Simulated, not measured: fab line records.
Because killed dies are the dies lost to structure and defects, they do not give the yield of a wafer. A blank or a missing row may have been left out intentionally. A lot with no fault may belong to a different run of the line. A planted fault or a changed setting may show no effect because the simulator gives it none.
Matching of chambers / flow sky130 / cmp-02 running SKY_VIA2_CMP_02: 4 sister chambers
The step polishes SiO2. 8 wafers are shown with their chamber, then 7 later ones without.

## WAFERS, EACH WITH ITS CHAMBER
wafer=L501.3; chamber=3; motorCurrentA (A)=11.0; edgeZonePressureFrac=0.997
wafer=L504.1; chamber=3; motorCurrentA (A)=11.2; edgeZonePressureFrac=0.993
wafer=L504.2; chamber=2; motorCurrentA (A)=10.6; edgeZonePressureFrac=1.000
wafer=L503.5; chamber=0; motorCurrentA (A)=10.5; edgeZonePressureFrac=1.002
wafer=L505.1; chamber=2; motorCurrentA (A)=10.4; edgeZonePressureFrac=1.004
wafer=L505.5; chamber=1; motorCurrentA (A)=11.7; edgeZonePressureFrac=1.001
wafer=L520.1; chamber=0; motorCurrentA (A)=10.3; edgeZonePressureFrac=1.004
wafer=L520.5; chamber=1; motorCurrentA (A)=11.8; edgeZonePressureFrac=0.996

## WAFERS WHOSE CHAMBER IS MISSING
wafer=L520.6; motorCurrentA (A)=10.1; edgeZonePressureFrac=1.002
wafer=L521.2; motorCurrentA (A)=10.6; edgeZonePressureFrac=0.999
wafer=L521.4; motorCurrentA (A)=11.3; edgeZonePressureFrac=0.996
wafer=L521.5; motorCurrentA (A)=11.2; edgeZonePressureFrac=0.995
wafer=L524.1; motorCurrentA (A)=10.9; edgeZonePressureFrac=0.998
wafer=L524.2; motorCurrentA (A)=11.6; edgeZonePressureFrac=1.000
wafer=L524.4; motorCurrentA (A)=11.2; edgeZonePressureFrac=1.000

## WHICH CHAMBER EACH WENT THROUGH
wafer=L520.6; from the rows above=can't be placed: 0 or 2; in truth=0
wafer=L521.2; from the rows above=can't be placed: 2 or 0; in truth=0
wafer=L521.4; from the rows above=3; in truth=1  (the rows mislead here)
wafer=L521.5; from the rows above=3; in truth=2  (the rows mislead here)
wafer=L524.1; from the rows above=can't be placed: 3 or 2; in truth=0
wafer=L524.2; from the rows above=1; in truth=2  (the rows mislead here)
wafer=L524.4; from the rows above=3; in truth=3
Correctly placed: 1 of 7. These rows do not allow placing 3 (true chamber among the candidates in 2). Number placed wrongly: 3.
How it was worked out, from the rows above alone: a wafer's distance from a chamber is the root of the sum, over the readings, of the square of ((its reading less the chamber's mean) divided by the reading's scatter). The wafer belongs to the nearest chamber; if the next one is less than 2 further off, it can't be placed. The mean given for a chamber averages the wafers shown for that chamber. The scatter: take each reading less its chamber's mean, square it, sum over the shown wafers, divide by the number of wafers less the number of chambers, and take the root.
